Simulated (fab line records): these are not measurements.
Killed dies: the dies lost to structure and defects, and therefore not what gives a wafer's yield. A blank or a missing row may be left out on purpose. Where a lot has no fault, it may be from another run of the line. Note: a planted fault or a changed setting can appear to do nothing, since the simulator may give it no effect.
Chamber matching | flow gf180mcu | rieSi-02 running GF_POLY_GATE_ETCH_13: 4 sister chambers
The step etches poly-Si in HBr/Cl2, stops on SiO2, target depth 198.5 nm, time 69.6 s. 4 wafers are shown with their chamber, then 7 later ones without.

== WAFERS WITH THEIR CHAMBER ==
wafer  | chamber | drypumpMotorCurrentA (A)
L175.2 | 0       | 6.2
L182.5 | 3       | 5.4
L187.4 | 1       | 4.9
L187.5 | 2       | 5.8

== WAFERS MISSING THEIR CHAMBER ==
wafer  | drypumpMotorCurrentA (A)
L187.6 | 4.9
L188.1 | 4.9
L188.5 | 5.0
L188.6 | 6.2
L190.1 | 6.3
L190.4 | 5.9
L190.6 | 5.8

== WHICH CHAMBER EACH WENT THROUGH ==
wafer  | from the rows above | in truth
L187.6 | 1                   | 1
L188.1 | 1                   | 1
L188.5 | 1                   | 1
L188.6 | 0                   | 0
L190.1 | 0                   | 0
L190.4 | 2                   | 2
L190.6 | 2                   | 2
Correctly placed: 7 of 7. Number that these rows cannot place: 0. 0 placed wrongly.
How it was worked out, from the rows above alone: a wafer's distance from a chamber is the root of the sum, over the readings, of the square of ((its reading less the chamber's mean) divided by the reading's scatter). The wafer belongs to the nearest chamber; if the next one is less than 2 further off, it can't be placed. The mean given for a chamber averages the wafers shown for that chamber. The scatter: with one shown wafer a chamber, the root of the mean of the squares of how far each hidden wafer lies from its nearest shown one.
